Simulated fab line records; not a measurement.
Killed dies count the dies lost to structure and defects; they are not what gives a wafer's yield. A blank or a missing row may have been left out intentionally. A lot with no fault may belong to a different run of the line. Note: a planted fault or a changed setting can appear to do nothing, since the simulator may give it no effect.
Problem report in the 8D (eight disciplines) form, filled by code :: flow sky130 :: the parts of the form that need people (team, actions taken, sign-off) are left out

1. WHAT IS WRONG
Mean of dose-ions-cm2 at SKY_LDD_N_IMPLANT_15: 4e+12 across 6 wafers in 2 lots; on wafers with no fault it is 5e+12 (standard deviation 5e+09). That is -99 or more standard deviations from the usual mean.
Seen first at day 24 08:22 on implanter-02, wafer L556.2. The record holds 39 wafers of 13 lots with a number at this step. Rule for "out", or "out of limits": more than 4 standard deviations from the usual mean. The rest of the wafers with a number are treated as sound.

2. WHAT IT IS, WHAT IT ISN'T
question: which readings at this step
is: dose-ions-cm2, faraday-current-uA
is not: rotation-deg

question: which lots
is: L556, L558
is not: L538, L540, L541, L542, L543, L544, L548, L549, L551, L560, L561

question: which wafers of those lots
is: all that have a number
is not: -

question: read on which tools
is: implanter-02
is not: implanter-03, implanter-04

question: when
is: from day 24 08:22
is not: up to then (27 sound wafers); but 6 sound wafers of L560, L561 came after

3. SUSPECTS, AND WHAT RULES EACH OUT
Counting: a tool at a process step up to the reading stays a suspect if it ran every lot that is out and no sound lot after the first of them.
- implanter-02 at SKY_LDD_N_IMPLANT_15: kept. All lots that are out passed through it, beginning with L556 at day 24 08:22, and no sound lot followed; its final sound lot before that point was L551 at day 22 14:31. Its own readings are out on those wafers: dose-ions-cm2, faraday-current-uA.
The count leaves implanter-02 at SKY_LDD_N_IMPLANT_15.

4. THE CAUSE (what the simulator had put in)
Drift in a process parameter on implanter-02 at SKY_LDD_N_IMPLANT_15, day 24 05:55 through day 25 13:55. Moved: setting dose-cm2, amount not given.
Counting left only this tool.

5. THE EFFECT CHAIN, in route order
One row per reading whose mean, taken over the struck wafers that have a number, lies over 3 standard deviations from the usual. Only readings for which the record gives a usual standard deviation are gone through. hours: the time from each lot's start at the first step in this table that gives one to its start at this step, as a median over the lots. sigmas: the change in usual standard deviations.
hours: 0
step: SKY_LDD_N_IMPLANT_15
reading: dose-ions-cm2
usual: 5e+12
on struck wafers: 4e+12
change: -1e+12
sigmas: -99 or more

hours: 0
step: SKY_LDD_N_IMPLANT_15
reading: faraday-current-uA
usual: 28.2
on struck wafers: 20.2
change: -8.0
sigmas: -14
Process steps it contains:
- SKY_LDD_N_IMPLANT_15
At these later measuring or inspecting steps, every struck wafer for which the step has a row has a number for every such reading, and none has moved that far: SKY_SD_N_OVL_MEAS_08.

6. HOW IT WOULD HAVE BEEN CAUGHT EARLIER
The fault began at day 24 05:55; the first out-of-limits reading in this record came at day 24 08:22, 2 hours later.
